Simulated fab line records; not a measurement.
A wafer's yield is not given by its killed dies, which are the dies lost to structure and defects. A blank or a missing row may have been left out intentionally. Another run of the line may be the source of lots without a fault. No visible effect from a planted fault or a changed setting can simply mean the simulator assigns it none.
Comparing a struck lot with a sound one    flow sky130    15 steps out of a route of 708
Sound: wafers L299.1, L299.2, L299.6. Struck: wafers L293.1, L293.6. (L293.3 of the same lot was not struck and is left out.) The cause comes at the end.
For every step that has rows: the tool of each side, followed by ch and its chambers, followed by its first start. Under that, the readings that differ: sound wafers    struck wafers    difference of the means    sigmas: that difference in standard deviations of wafers without a fault.
alike: a reading whose means differ by less than 2 such deviations, as well as words and numbers matching on both sides. not compared: withheld readings; readings where some wafer has no value; bounds like >300 that might hide an equal value; numbers whose values overlap and for which the record gives no deviation.
A row with sigmas, a row that says differs or no value, or rows on one side alone: a step with any of these is where the two part. Non-overlapping numbers with no deviation appear without sigmas and do not part them. A reading missing from all wafers of one side parts the sides only when that side holds two or more wafers.

first, 3 steps without rows for these wafers: SKY_LDD_N_EXPOSE_04 (exposes mask NTM, target cd 840 nm); SKY_LDD_N_PEB_05; SKY_LDD_N_DEVELOP_06 (develop time 60 s).
SKY_LDD_N_OVL_MEAS_07:
  sound on overlay-01 at day 22 16:49; struck on overlay-01 at day 20 14:44
  alike: LDD_N_OVL
then, 8 steps without rows for these wafers: SKY_LDD_N_IMPLANT_08; SKY_LDD_N_IMPLANT_09; SKY_LDD_N_IMPLANT_10; SKY_LDD_N_IMPLANT_11; SKY_LDD_N_IMPLANT_12; SKY_LDD_N_IMPLANT_13; SKY_LDD_N_IMPLANT_14; SKY_LDD_N_IMPLANT_15.
SKY_LDD_N_STRIP_16: strips in O2/N2.
  sound on plasma_asher-02 ch 0,1, day 22 20:32; struck on plasma_asher-01 ch 1, day 20 15:58
reading                      sound           struck     difference  sigmas
drypump_motor_current_A (A)  5.59 5.34 5.58  5.93 5.94  +0.43       +2
overash_fraction             0.5 0.5 0.5     0.3 0.3    -0.2        
  alike: o2_flow_sccm, oes_product_au, strip_time_to_endpoint_s
  not compared: rf_hours_counter_h
SKY_LDD_N_TW_MEAS_17:
  sound on film_metro-01 at day 22 20:38; struck on film_metro-02 at day 20 16:04
reading   sound           struck     difference  sigmas
LDD_N_TW  2622 2636 2624  2534 2566  -77         -3
SKY_PAD_OPEN_PROBE_99:
  rows exist in the record for the sound wafers here (prober-01, day 49 02:04), none for the struck ones

## WHERE THEY PART
Earliest at SKY_LDD_N_STRIP_16; latest, in this record, at SKY_PAD_OPEN_PROBE_99.

WHY: what the simulator had put in
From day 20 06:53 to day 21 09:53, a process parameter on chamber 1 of plasma_asher-01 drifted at SKY_LDD_N_STRIP_16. The setting overash_fraction was moved by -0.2, starting from 0.5. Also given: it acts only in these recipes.
